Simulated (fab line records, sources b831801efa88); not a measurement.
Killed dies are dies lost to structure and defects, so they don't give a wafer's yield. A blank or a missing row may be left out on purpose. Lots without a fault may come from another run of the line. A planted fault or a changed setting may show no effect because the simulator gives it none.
One fault seen from 2 desks | flow gf180mcu | each desk has only its own numbers; what lay behind them comes last

THE METROLOGY DESK
What the gauges read, lot by lot, whatever tool the lot ran on: means of the sampled wafers that have a number. A lot is out of limits, marked OUT, if its mean lies more than 4 standard deviations from the usual mean; the brackets give that distance.
Columns: A = TOP_METAL_ALCU_RS at GF_TOP_METAL_RS_MEAS_05, usual 0.0330 ohm/sq; B = PASSIVATION_CVD_00_THK at GF_PASSIVATION_THK_MEAS_01, usual 998 nm; C = PASSIVATION_CVD_02_THK at GF_PASSIVATION_THK_MEAS_03, usual 697 nm
lot  | first seen here | A      | B    | C
L933 | day 27 22:27    | 0.0332 | 990  | 697
L934 | day 28 11:23    | 0.0327 | 995  | 692
L935 | day 28 17:52    | 0.0330 | 986  | 715
L936 | day 29 00:08    | 0.0329 | 992  | 705
L938 | day 29 11:35    | 0.0330 | 1002 | 692
L940 | day 30 04:44    | 0.0324 | 1007 | 696
L943 | day 31 06:15    | 0.0326 | 991  | 504 (-20) OUT
L947 | day 32 02:58    | 0.0332 | 994  | 693
L948 | day 32 04:22    | 0.0328 | 1002 | 700
L949 | day 32 11:29    | 0.0334 | 1013 | 691
L950 | day 32 16:59    | 0.0332 | 993  | 699
L951 | day 33 02:22    | 0.0329 | 1000 | 700
This desk's finding: out of limits on L943; first on L943, day 32 00:17 (PASSIVATION_CVD_02_THK at GF_PASSIVATION_THK_MEAS_03). In limits: L933, L934, L935, L936, L938, L940, L947, L948, L949, L950, L951.

THE TOOL OWNER'S DESK: pecvd-02
The tool's own readings at GF_PASSIVATION_CVD_02 (deposits Si3N4, target thk 700 nm, time 486.18 s): means of the sampled wafers that have a number, for each lot that ran on this tool. A lot is out of limits, marked OUT, if its mean lies more than 4 standard deviations from the usual mean; the brackets give that distance.
Columns: A = heater_power_w at GF_PASSIVATION_CVD_02, usual 656 W
lot  | first seen here | A
L934 | day 29 07:31    | 717
L938 | day 30 06:38    | 723
L940 | day 31 00:07    | 730
L943 | day 31 23:59    | 704
This desk's finding: nothing out of limits on any of the 4 lots.

PUT TOGETHER
The metrology desk could have raised an alarm at day 32 00:17, on L943.
The tool owner's desk saw nothing out of limits.
The tool owner's desk has L943 on record, within its limits.
Of the lots named, all ran GF_PASSIVATION_CVD_02 on pecvd-02.

WHAT THE SIMULATOR HAD PUT IN
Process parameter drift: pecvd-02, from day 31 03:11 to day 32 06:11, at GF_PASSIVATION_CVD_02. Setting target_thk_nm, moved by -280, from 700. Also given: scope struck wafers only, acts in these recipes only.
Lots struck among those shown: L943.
Hours from the fault's start to each desk's first reading out of limits: the metrology desk, 21.
